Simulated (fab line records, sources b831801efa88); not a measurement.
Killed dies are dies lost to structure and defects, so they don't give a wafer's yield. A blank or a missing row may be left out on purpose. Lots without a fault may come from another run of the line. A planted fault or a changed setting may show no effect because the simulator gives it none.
Chamber matching | flow gf180mcu | GF_SAB_CVD_00 on pecvd-03: 3 sister chambers
The step deposits SiO2 from TEOS, target thk 50 nm, time 4.9302 s. 6 wafers are shown with their chamber, then 7 later ones without.

WAFERS WITH THEIR CHAMBER
wafer  | chamber | heater_power_outer_w (W) | heater_power_w (W)
L345.5 | 0       | 269                      | 518
L350.1 | 0       | 294                      | 542
L354.2 | 2       | 444                      | 727
L354.6 | 1       | 276                      | 507
L359.1 | 2       | 378                      | 617
L359.3 | 1       | 293                      | 538

WAFERS WITHOUT THEIR CHAMBER
wafer  | heater_power_outer_w (W) | heater_power_w (W)
L359.4 | 382                      | 635
L361.1 | 285                      | 528
L361.4 | 296                      | 538
L361.6 | 466                      | 743
L362.4 | 272                      | 516
L362.5 | 282                      | 517
L362.6 | 470                      | 771

WHICH CHAMBER EACH WENT THROUGH
wafer  | from the rows above     | in truth
L359.4 | 2                       | 2
L361.1 | can't be placed: 1 or 0 | 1
L361.4 | can't be placed: 1 or 0 | 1
L361.6 | 2                       | 2
L362.4 | can't be placed: 0 or 1 | 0
L362.5 | can't be placed: 1 or 0 | 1
L362.6 | 2                       | 2
Placed correctly: 3 of 7. Can't be placed from these rows: 4 (the true chamber is among the candidates in 4). Placed wrongly: 0.
How it was worked out, from the rows above alone: a wafer's distance from a chamber is the root of the sum, over the readings, of the square of ((its reading less the chamber's mean) divided by the reading's scatter). The wafer belongs to the nearest chamber; if the next one is less than 2 further off, it can't be placed. A chamber's mean is the mean of its shown wafers. The scatter: the root of (the sum of the squares of (reading less its chamber's mean) over the shown wafers, divided by (wafers less chambers)).
